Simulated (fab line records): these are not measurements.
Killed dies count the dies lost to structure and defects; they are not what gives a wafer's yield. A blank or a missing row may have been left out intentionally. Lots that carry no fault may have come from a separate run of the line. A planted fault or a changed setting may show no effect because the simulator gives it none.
Comparing a struck lot with a sound one	flow sfq-line	20 steps out of a route of 325
Sound: these wafers, L325.3, L325.5, L325.6. Struck: wafers L339.3, L339.4, L339.5. The cause is named last.
Each step with rows lists, per side, the tool, then ch with its chambers, then its first start. Under that, the readings that differ: sound wafers	struck wafers	difference of the means	sigmas: that difference in standard deviations of wafers without a fault.
alike: a reading whose means differ by less than 2 such deviations, as well as words and numbers matching on both sides. not compared: withheld readings; readings where some wafer has no value; bounds like >300 that might hide an equal value; numbers whose values overlap and for which the record gives no deviation.
Wherever a step has rows on one side only, a row that says differs or no value, or a row with sigmas, the two part there. Non-overlapping numbers with no deviation appear without sigmas and do not part them. A reading missing from all wafers of one side parts the sides only when that side holds two or more wafers.

first, 3 steps without rows for these wafers: SFQ_TRILAYER_L0_VIA_LITHO_EXPOSE_014 (exposes mask L0V, target cd 700 nm); SFQ_TRILAYER_L0_VIA_LITHO_PEB_016 (peb time 60 s); SFQ_TRILAYER_L0_VIA_LITHO_DEVELOP_015 (time 60 s).
SFQ_L0V_OVL_MEAS_903:
  sound on overlay-01 at day 9 08:35; struck on overlay-02 at day 12 12:16
  alike: L0V_OVL
SFQ_TRILAYER_L0_VIA_BARC_OPEN_VIA_ETCH_021: etches BARC in O2, target depth 125 nm, time 41.7 s.
  sound on rie-diel-04 ch 1,2, day 9 08:37; struck on rie-diel-04 ch 0,1,3, day 12 12:18
  alike: drypump-motor-current-A, oes-product-au
  not compared: rf-hours-counter-h
SFQ_TRILAYER_L0_VIA_ETCH_VIA_ETCH_016: etches SiO2 in CHF3, stops on MoNx KI, target depth 80 nm.
  sound on rie-diel-04 ch 1,2, day 9 08:39; struck on rie-diel-04 ch 0,1,3, day 12 12:20
reading	sound	struck	difference	sigmas
oes-product-au (a.u.)	0.825 0.835 0.839	0.846 0.856 0.841	+0.015	+2
  alike: drypump-motor-current-A
SFQ_TRILAYER_L0_VIA_STRIP_STRIP_017: strips in O2.
  sound on rie-metal-01 ch 0,1, day 9 08:53; struck on rie-metal-01 ch 0,1, day 12 12:35
  alike: drypump-motor-current-A, oes-product-au
  not compared: rf-hours-counter-h
then, 2 steps without rows for these wafers: SFQ_TRILAYER_L0_VIA_STRIP_SOLV_CLEAN_018 (cleans in NMP, time 600 s); SFQ_TRILAYER_M0_DEP_PRE_CLEAN_020 (time 15 s).
SFQ_TRILAYER_M0_DEP_SPUTTER_019: material Nb, target thk 200 nm, time 133.3 s.
  sound on pvd-sputter-03 at day 9 09:29; struck on pvd-sputter-04 at day 12 13:11
  alike: throttle-valve-pct
SFQ_M0_RS_MEAS_904: a four-point-probe measurement.
  sound on film-metro-02 at day 9 09:37; struck on film-metro-03 at day 12 13:19
  alike: M0_NB_RS
SFQ_TRILAYER_M0_LITHO_COAT_026: resist thk 62 nm.
  sound on litho-track-01 ch 0, day 9 09:52; struck on litho-track-01 ch 0, day 12 13:33
reading	sound	struck	difference	sigmas
model.BARC_of_TRILAYER_M0_LITHO_COAT_026.thk-nm (nm)	61.93 62.17 62.16	48.64 48.53 48.64	-13.48	
  alike: exhaust-pa
then, 5 steps without rows for these wafers: SFQ_TRILAYER_M0_LITHO_COAT_021 (resist thk 600 nm); SFQ_TRILAYER_M0_LITHO_SOFTBAKE_025; SFQ_TRILAYER_M0_LITHO_EXPOSE_022 (exposes mask M0, target cd 500 nm); SFQ_TRILAYER_M0_LITHO_PEB_024 (peb time 60 s); SFQ_TRILAYER_M0_LITHO_DEVELOP_023 (time 60 s).
-- the record jumps here: 5 days lie between the struck wafers' starts before and after --
SFQ_M0_OVL_MEAS_906:
  sound on overlay-01 at day 13 01:37; struck on overlay-01 at day 17 04:04
  alike: M0_OVL
SFQ_TRILAYER_M0_BARC_OPEN_METAL_ETCH_031: etches BARC in O2, target depth 125 nm, time 41.7 s.
  sound on rie-metal-01 ch 0,1, day 13 01:40; struck on rie-metal-02 ch 0,1, day 17 04:07
reading	sound	struck	difference	sigmas
drypump-motor-current-A (A)	6.0 6.0 6.1	5.1 5.4 5.4	-0.7	-2
oes-product-au (a.u.)	0.683 0.689 0.684	0.619 0.629 0.616	-0.064	-13
model.etch.depth-nm (nm)	61.93 62.17 62.16	48.64 48.53 48.64	-13.48	
  not compared: rf-hours-counter-h
SFQ_TRILAYER_M0_ETCH_METAL_ETCH_024: etches Nb in Cl2/Ar, stops on SiO2, target depth 240 nm, time 120 s.
  sound on rie-metal-01 ch 0,1, day 13 01:44; struck on rie-metal-02 ch 0,1, day 17 04:12
reading	sound	struck	difference	sigmas
drypump-motor-current-A (A)	6.0 6.0 6.1	5.1 5.4 5.4	-0.7	-2
  alike: oes-product-au
  not compared: rf-hours-counter-h

WHERE THEY PART
At SFQ_TRILAYER_L0_VIA_ETCH_VIA_ETCH_016 first; at SFQ_TRILAYER_M0_ETCH_METAL_ETCH_024 last (within this record only).

WHY: what had been put in by the simulator
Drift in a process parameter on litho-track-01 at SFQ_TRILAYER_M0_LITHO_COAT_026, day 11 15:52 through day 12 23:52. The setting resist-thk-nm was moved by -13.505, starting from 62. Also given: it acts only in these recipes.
